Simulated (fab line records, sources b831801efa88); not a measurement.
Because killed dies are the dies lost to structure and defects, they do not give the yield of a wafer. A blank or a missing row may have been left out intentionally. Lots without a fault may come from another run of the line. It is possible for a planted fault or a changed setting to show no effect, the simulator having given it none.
fab line records	flow sky130
record: lots: 11	wafers: 33	last_day: 50
route steps=708 shown METAL3@568 VIA3@574 METAL4@598 PAD_OPEN@708
lots untouched by any fault: they come from a run of this same line in which no faults occurred
start_h: hours from the record's opening day to when the first of the lot's shown wafers began	wait_h: hours elapsed since this lot's preceding step	" repeats the value in the row above	L1.1+2: one row covering several wafers at once	- no value present, or no start provided	* or withheld: withheld	< > ~ a bound
route shown NAME@n: a module of which the file shows steps, and the number in the route of the first	usual: mean/standard deviation taken from wafers without a fault	same: alike in all rows	chamber/n: place in a boat	sites: each site's reading	_std_site: their standard deviation	_edge_site: outer sites' mean less inner sites'	radius_mm: how far each site lies from the wafer's centre	mask NAME#n: copy n	behind: the tool/chamber that last shaped the wafer	hold: the reason the lot was held/the length of the hold in hours/how it ended	device: the transistor (n, p or np) that didn't switch	end of line: the tests these same wafers got at the end of their route	a step given without rows: its recipe and nothing more	killed: not the wafer's yield, but the dies lost to structure and defects at the first sort	map: per-die view of a wafer (x killed, . not killed, _ where there is no die)
set.NAME: the run value of the setting; set.NAME@STEP: its run value at that earlier step	model.NAME: the simulator's own value behind a step, which no gauge read
the route's steps for a sample of lots (tables are steps, rows are wafers)
services: from which hour (start_h, from the record's first day; less than 0 if before it) a tool's chamber was out of use, for how many hours, and why
== steps ==
step: SKY_METAL3_METAL_ETCH_18
recipe: target_depth_a: 8450	stop_on: SiO2	over_etch_frac: 0.3	time_s: 183.1	chemistry: Cl2/BCl3	resist_sidewall_deg: 88	pressure_mtorr: 10	icp_w: 900	bias_w: 48.5	Cl2_flow_sccm: 60	bcl3_flow_sccm: 30
usual: drypump_motor_current_A: 6.3/0.39	oes_product_au: 0.865/0.0062	throttle_valve_pct: 22.265/0.0088
lot.wafer	tool	chamber	start_h	wait_h	drypump_motor_current_A	oes_product_au	rf_hours_counter_h	throttle_valve_pct
L408.2	rie_metal-01	1	900.56	0.0	5.9	0.877	6	22.277
L408.5	"	1	"	"	5.9	0.870	-	22.272
L408.6	"	0	"	"	6.2	0.868	-	22.256
L410.3	rie_metal-03	1	916.44	0.1	6.8	0.867	-	22.260
L410.4	"	0	"	"	5.7	0.863	-	22.256
L410.5	"	1	"	"	6.8	0.871	-	22.265
L411.4	rie_metal-03	0	918.69	0.1	5.7	0.869	-	22.256
L411.5	"	1	"	"	6.8	0.871	-	22.277
L411.6	"	0	"	"	5.7	0.867	-	22.251
L412.4	rie_metal-02	1	945.09	0.1	6.6	0.861	-	22.261
L412.5	"	0	"	"	6.3	0.875	-	22.255
L412.6	"	1	"	"	6.6	0.864	-	22.272
L417.3	rie_metal-02	1	972.12	0.1	6.6	0.862	-	22.259
L417.5	"	0	"	"	6.3	0.797	-	22.261
L417.6	"	1	"	"	6.6	0.809	-	22.259
L425.3	rie_metal-01	1	1025.92	0.1	5.9	0.861	-	22.262
L425.4	"	0	"	"	6.2	0.864	-	22.255
L425.6	"	0	"	"	6.2	0.871	-	22.263
L426.1	rie_metal-03	0	1029.51	0.0	5.6	0.866	12	22.267
L426.5	"	1	"	"	6.8	0.863	-	22.258
L426.6	"	0	"	"	5.7	0.857	-	22.267
L427.2	rie_metal-03	1	1032.86	0.0	6.7	0.871	14	22.268
L427.4	"	0	"	"	5.7	0.866	-	22.283
L427.6	"	1	"	"	6.8	0.865	-	22.260
L429.2	rie_metal-03	0	1040.03	0.0	5.7	0.862	13	22.263
L429.4	"	1	"	"	6.8	0.866	-	22.273
L429.6	"	0	"	"	5.6	0.863	-	22.262
L430.1	rie_metal-02	1	1056.81	0.0	6.6	0.865	11	22.286
L430.3	"	1	"	"	6.6	0.865	-	22.262
L430.4	"	0	"	"	6.3	0.872	-	22.267
L431.1	rie_metal-03	0	1060.36	0.0	5.7	0.859	14	22.272
L431.3	"	1	"	"	6.8	0.859	-	22.274
L431.5	"	0	"	"	5.7	0.870	-	22.259
step: SKY_METAL3_STRIP_19
recipe: chemistry: O2/N2	power_w: 1400	pressure_mtorr: 1500	platen_temp_c: withheld	o2_flow_sccm: 3000	n2_flow_sccm: 300	overash_fraction: 0.5
usual: drypump_motor_current_A: 5.7/0.47	oes_product_au: 0.501/0.0069	strip_time_to_endpoint_s: 6.50/0.11
lot.wafer	tool	chamber	start_h	wait_h	drypump_motor_current_A	oes_product_au	rf_hours_counter_h	strip_time_to_endpoint_s
L408.2	plasma_asher-02	0	900.74	0.1	4.9	0.503	109	6.60
L408.5	"	0	"	"	4.9	0.500	-	6.57
L408.6	"	1	"	"	5.6	0.496	-	6.39
L410.3	plasma_asher-04	1	916.63	0.1	5.8	0.504	-	6.56
L410.4	"	0	"	"	5.6	0.500	-	6.60
L410.5	"	0	"	"	5.7	0.497	-	6.50
L411.4	plasma_asher-03	0	918.88	0.1	6.4	0.502	-	6.59
L411.5	"	0	"	"	6.4	0.501	-	6.57
L411.6	"	1	"	"	5.4	0.504	-	6.61
L412.4	plasma_asher-03	0	945.24	0.1	6.5	0.501	-	6.48
L412.5	"	1	"	"	5.4	0.498	-	6.39
L412.6	"	0	"	"	6.5	0.504	-	6.45
L417.3	plasma_asher-03	1	972.28	0.1	5.4	0.509	-	6.56
L417.5	"	1	"	"	5.4	0.572	-	8.20
L417.6	"	0	"	"	6.4	0.579	-	8.23
L425.3	plasma_asher-02	1	1026.07	0.1	5.6	0.497	-	6.65
L425.4	"	0	"	"	4.9	0.503	-	6.41
L425.6	"	1	"	"	5.6	0.504	-	6.44
L426.1	plasma_asher-03	1	1029.69	0.1	5.4	0.513	28	6.63
L426.5	"	1	"	"	5.4	0.498	-	6.56
L426.6	"	0	"	"	6.4	0.508	-	6.63
L427.2	plasma_asher-02	0	1033.04	0.1	4.9	0.502	122	6.57
L427.4	"	0	"	"	4.9	0.499	-	6.61
L427.6	"	0	"	"	4.9	0.504	-	6.59
L429.2	plasma_asher-03	0	1040.21	0.1	6.4	0.504	29	6.57
L429.4	"	1	"	"	5.4	0.502	-	6.51
L429.6	"	0	"	"	6.4	0.499	-	6.53
L430.1	plasma_asher-03	1	1056.99	0.1	5.4	0.500	31	6.61
L430.3	"	1	"	"	5.4	0.501	-	6.52
L430.4	"	0	"	"	6.4	0.493	-	6.36
L431.1	plasma_asher-03	1	1060.54	0.1	5.4	0.508	32	6.65
L431.3	"	1	"	"	5.4	0.511	-	6.55
L431.5	"	0	"	"	6.4	0.512	-	6.62
step: SKY_VIA3_THK_MEAS_01
recipe: reads: SiO2_of_VIA3_HDPCVD_00
usual: VIA3_HDPCVD_THK: 1634/19
lot.wafer	tool	chamber	start_h	wait_h	VIA3_HDPCVD_THK[nm]
L408.2	film_metro-02	-	901.51	0.1	1631
L408.5	"	-	"	"	1656
L408.6	"	-	"	"	1633
L410.3	film_metro-03	-	917.43	0.1	1644
L410.4	"	-	"	"	1636
L410.5	"	-	"	"	1646
L411.4	film_metro-01	-	919.67	0.0	1613
L411.5	"	-	"	"	1644
L411.6	"	-	"	"	1655
L412.4	film_metro-02	-	946.01	0.0	1607
L412.5	"	-	"	"	1664
L412.6	"	-	"	"	1645
L417.3	film_metro-01	-	973.02	0.1	1622
L425.3	film_metro-01	-	1026.82	0.1	1608
L425.4	"	-	"	"	1628
L425.6	"	-	"	"	1639
L426.1	film_metro-03	-	1030.45	0.1	1643
L426.5	"	-	"	"	1668
L426.6	"	-	"	"	1654
L427.2	film_metro-01	-	1033.82	0.1	1641
L427.4	"	-	"	"	1613
L427.6	"	-	"	"	1663
L429.2	film_metro-02	-	1041.13	0.1	1616
L429.4	"	-	"	"	1622
L429.6	"	-	"	"	1641
L430.1	film_metro-03	-	1057.80	0.1	1647
L430.3	"	-	"	"	1651
L430.4	"	-	"	"	1650
L431.1	film_metro-02	-	1061.30	0.1	1659
L431.3	"	-	"	"	1687
L431.5	"	-	"	"	1650
step: SKY_VIA3_CMP_02
recipe: material: SiO2	down_force_psi: 4	platen_rpm: 60	pad_velocity_m_s: 0.94248
usual: edge_zone_pressure_frac: 1.000/0.005	motor_current_A: 12.1/1.3	platen_rpm: 60.00/0.039	slurry_filter_dp_kPa: 13.49/0.14
lot.wafer	tool	chamber	start_h	wait_h	edge_zone_pressure_frac	motor_current_A	platen_rpm	slurry_filter_dp_kPa
L408.2	cmp-01	1	901.61	0.1	0.997	13.4	59.96	13.55
L408.6	"	0	"	"	0.998	11.0	59.96	13.55
L408.5	"	1	"	"	1.009	14.5	59.97	13.34
L410.3	cmp-02	2	917.57	0.1	1.004	14.0	59.95	13.41
L410.4	"	3	"	"	0.996	13.3	59.99	13.37
L410.5	"	0	"	"	0.994	10.4	59.92	13.43
L411.4	cmp-02	0	919.70	0.0	1.010	11.0	60.02	13.71
L411.6	"	0	"	"	1.002	10.7	59.94	13.44
L411.5	"	1	"	"	1.000	11.5	60.01	13.37
L412.4	cmp-01	3	946.06	0.0	1.001	11.5	60.03	13.73
L412.6	"	3	"	"	0.994	11.0	60.01	13.81
L412.5	"	0	"	"	1.003	11.1	59.99	13.40
L417.3	cmp-01	2	973.33	0.3	1.006	11.7	59.99	13.32
L425.3	cmp-02	0	1026.96	0.1	1.006	10.1	59.91	13.58
L425.4	"	1	"	"	0.995	11.6	59.90	13.67
L425.6	"	2	"	"	0.995	14.0	59.96	13.64
L426.1	cmp-01	2	1030.61	0.1	0.994	11.3	60.07	13.46
L426.5	"	0	"	"	1.004	10.8	60.00	13.45
L426.6	"	1	"	"	0.997	14.1	59.99	13.50
L427.4	cmp-02	0	1033.95	0.1	1.004	10.3	59.97	13.62
L427.2	"	1	"	"	0.999	11.6	59.97	13.66
L427.6	"	0	"	"	1.002	10.8	60.01	13.54
L429.4	cmp-01	2	1041.28	0.1	0.995	11.4	60.03	13.56
L429.2	"	3	"	"	0.999	11.7	60.00	13.42
L429.6	"	0	"	"	1.000	10.2	59.96	13.50
L430.3	cmp-02	2	1057.86	0.0	1.002	13.4	59.95	13.67
L430.4	"	3	"	"	1.008	12.9	60.00	13.41
L430.1	"	1	"	"	0.993	11.3	60.02	13.55
L431.3	cmp-02	2	1061.36	0.0	0.996	13.6	60.04	13.74
L431.1	"	3	"	"	0.995	12.8	60.02	13.36
L431.5	"	2	"	"	0.998	14.0	60.02	13.55
step: SKY_METAL4_SPUTTER_00
recipe: material: Ti	target_thk_nm: 15	power_w: 3000	time_s: 10	chamber_pressure_pa: 0.4
usual: throttle_valve_pct: 30.9/1.1
lot.wafer	tool	chamber	start_h	wait_h	throttle_valve_pct
L408.2	pvd_sputter-03	-	927.97	0.1	32.1
L408.5	"	-	"	"	31.6
L408.6	"	-	"	"	31.7
L410.3	pvd_sputter-02	-	944.00	0.1	28.6
L410.4	"	-	"	"	29.0
L410.5	"	-	"	"	28.9
L411.4	pvd_sputter-03	-	946.06	0.1	32.0
L411.5	"	-	"	"	32.3
L411.6	"	-	"	"	31.1
L412.4	pvd_sputter-02	-	972.04	0.2	29.3
L412.5	"	-	"	"	30.4
L412.6	"	-	"	"	28.6
L417.3	pvd_sputter-03	-	998.37	0.2	31.5
L425.3	pvd_sputter-03	-	1051.15	0.1	31.3
L425.4	"	-	"	"	31.6
L425.6	"	-	"	"	31.6
L426.1	pvd_sputter-03	-	1054.64	0.1	31.6
L426.5	"	-	"	"	31.3
L426.6	"	-	"	"	31.3
L427.2	pvd_sputter-01	-	1058.12	0.2	29.8
L427.4	"	-	"	"	30.4
L427.6	"	-	"	"	30.4
L429.2	pvd_sputter-02	-	1064.49	0.1	30.8
L429.4	"	-	"	"	29.2
L429.6	"	-	"	"	28.7
L430.1	pvd_sputter-01	-	1080.76	0.1	31.3
L430.3	"	-	"	"	30.6
L430.4	"	-	"	"	31.4
L431.1	pvd_sputter-03	-	1084.03	0.2	31.2
L431.3	"	-	"	"	31.6
L431.5	"	-	"	"	31.3
step: SKY_PAD_OPEN_PROBE_99
usual: defect_limited_yield: 82.6/1.9	killed_at_M0_to_M3: 42/7.1	killed_at_M4_up: 3.3/1.9	killed_at_contacts: 24/5	killed_at_front_end: 15/4.7	killed_at_other: 0.3/0.61	killed_dies: 86/9.6	killed_on_rim: 17/3.8	killed_open: 47/7.5	killed_short: 38/6.6	sort_bin_3_pad_short: 0.9/0.42	sort_bin_5_function: 10.2/1.5	sort_bin_6_memory: 6.3/1.1	sort_n_pass: 406/9.6	sort_yield_pct: 82.6/1.9
same: gross_dies: 492	killed_at_back_side: 0	sort_bin_4_leakage[%]: 0	sort_bin_8_speed[%]: 0
lot.wafer	tool	chamber	start_h	wait_h	defect_limited_yield[%]	killed_at_M0_to_M3	killed_at_M4_up	killed_at_contacts	killed_at_front_end	killed_at_other	killed_dies	killed_on_rim	killed_open	killed_short	sort_bin_3_pad_short[%]	sort_bin_5_function[%]	sort_bin_6_memory[%]	sort_n_pass	sort_yield_pct[%]
L412.4	prober-02	-	1110.78	0.2	79.7	51	3	27	17	2	100	15	48	52	1.8	11.8	6.7	392	79.7
L412.5	prober-02	-	1110.83	0.2	79.9	55	3	30	11	0	99	26	56	42	0.4	12.0	7.7	393	79.9
L412.6	prober-02	-	1110.88	0.2	78.7	50	4	28	22	1	105	17	64	37	1.4	12.8	7.1	387	78.7
L417.3	prober-01	-	1133.22	0.2	83.1	35	3	26	19	0	83	19	49	34	1.4	9.3	6.1	409	83.1
L417.5	prober-01	-	1133.32	0.2	0	445	4	27	15	1	492	96	48	34	0.8	93.7	5.5	0	0
L417.6	prober-01	-	1133.37	0.2	0	448	2	25	17	0	492	96	49	46	1.0	91.9	7.1	0	0
L427.4	prober-01	-	1181.39	0.2	80.3	47	4	28	17	1	97	18	55	41	0.6	11.2	7.9	395	80.3
killed by level:class
L412.4 VIA1:geometric_particle:open=10 VIA3:geometric_particle:open=9 LI_CONTACT:geometric_particle:open=9 METAL2:geometric_particle:short=6 METAL1:geometric_particle:short=6 FIELD_ISO:geometric_particle:short=5 LI_CONTACT:geometric_particle:short=5 LOCAL_INTERCONNECT:geometric_particle:short=5
L412.5 VIA1:geometric_particle:open=16 CONTACT:geometric_particle:open=13 METAL2:geometric_particle:short=8 POLY_GATE:geometric_particle:short=7 LI_CONTACT:geometric_particle:open=6 VIA3:geometric_particle:open=6 LOCAL_INTERCONNECT:geometric_particle:short=5 VIA1:geometric_particle:short=5
L412.6 VIA1:geometric_particle:open=14 CONTACT:geometric_particle:open=10 VIA2:geometric_particle:open=9 VIA3:geometric_particle:open=9 LI_CONTACT:geometric_particle:open=8 POLY_GATE:geometric_particle:open=5 CONTACT:geometric_particle:short=5 VIA1:geometric_particle:short=5
L417.3 VIA3:geometric_particle:open=10 VIA1:geometric_particle:open=9 CONTACT:geometric_particle:short=7 FIELD_ISO:geometric_particle:open=6 LI_CONTACT:geometric_particle:open=6 CONTACT:geometric_particle:open=6 FIELD_ISO:geometric_particle:short=5 LI_CONTACT:geometric_particle:short=5
L417.5 METAL3:area_etch=410 CONTACT:geometric_particle:open=10 VIA1:geometric_particle:open=8 CONTACT:geometric_particle:short=7 VIA2:geometric_particle:open=6 LI_CONTACT:geometric_particle:open=6 FIELD_ISO:geometric_particle:short=5 VIA3:geometric_particle:open=5
L417.6 METAL3:area_etch=397 CONTACT:geometric_particle:open=11 VIA1:geometric_particle:open=9 LI_CONTACT:geometric_particle:open=7 FIELD_ISO:geometric_particle:short=6 VIA3:geometric_particle:short=6 METAL2:geometric_particle:short=6 VIA2:geometric_particle:open=6
L427.4 CONTACT:geometric_particle:open=14 VIA1:geometric_particle:open=11 VIA2:geometric_particle:open=9 FIELD_ISO:geometric_particle:short=8 VIA3:geometric_particle:open=8 METAL1:geometric_particle:short=6 METAL2:geometric_particle:short=6 LI_CONTACT:geometric_particle:open=5
== services ==
tool	chamber	start_h	hours	kind
plasma_asher-03	-	896.06	14.6	pm
cmp-02	-	896.10	2.9	repair
cmp-01	-	905.01	0.5	repair
cmp-02	-	912.23	4.0	pm
cmp-02	-	913.34	1.3	repair
rie_metal-02	-	918.40	0.3	repair
pvd_sputter-01	-	950.17	5.7	repair
plasma_asher-02	-	959.31	0.7	repair
plasma_asher-02	-	965.14	0.4	repair
rie_metal-02	-	965.69	2.8	pm
pvd_sputter-01	-	971.69	7.0	repair
plasma_asher-02	-	974.33	7.7	pm
plasma_asher-02	-	988.45	8.2	repair
pvd_sputter-02	-	990.41	23.1	repair
cmp-02	-	999.05	0.9	repair
cmp-02	-	999.96	14.3	pm
cmp-01	-	1012.96	3.1	repair
cmp-02	-	1016.40	4.2	pm
cmp-02	-	1017.86	1.2	repair
cmp-01	-	1021.64	4.3	repair
cmp-02	-	1035.25	2.1	repair
rie_metal-02	-	1046.61	0.5	repair
plasma_asher-02	-	1055.25	9.0	pm
cmp-02	-	1074.73	5.3	pm
== key ==
first_sign: step: SKY_METAL3_METAL_ETCH_18	reading: oes_product_au	direction: down	sigmas: 10	usual: 0.865	struck: 0.803
effect: step: SKY_METAL3_STRIP_19	reading: strip_time_to_endpoint_s	direction: up	sigmas: 15	usual: *	struck: *
effect: step: SKY_PAD_OPEN_PROBE_99	reading: sort_bin_5_function	direction: up	sigmas: 57	usual: 10.2	struck: 92.8
more_kills_born_at: SKY_METAL3_METAL_ETCH_18@rie_metal-02: 807
met_at SKY_METAL3_METAL_ETCH_18
struck_lots L417
struck_wafers L417.5,L417.6
later_rows_left_out L417.5,L417.6
not_acting_at SKY_VIA3_THK_MEAS_01,SKY_VIA3_CMP_02,SKY_METAL4_SPUTTER_00
onset_between 945.09 972.12
fault: kind: process_parameter_drift	tool: rie_metal-02	chamber: -	onset_h: 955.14	steps: SKY_METAL3_METAL_ETCH_18	channel: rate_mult	offset: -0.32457	shape: step	end_h: 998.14	scope: struck_wafers_only
later_rows_left_out: the simulator's readings of these wafers behind a module that went badly wrong aren't trusted and aren't shown, but for the sort
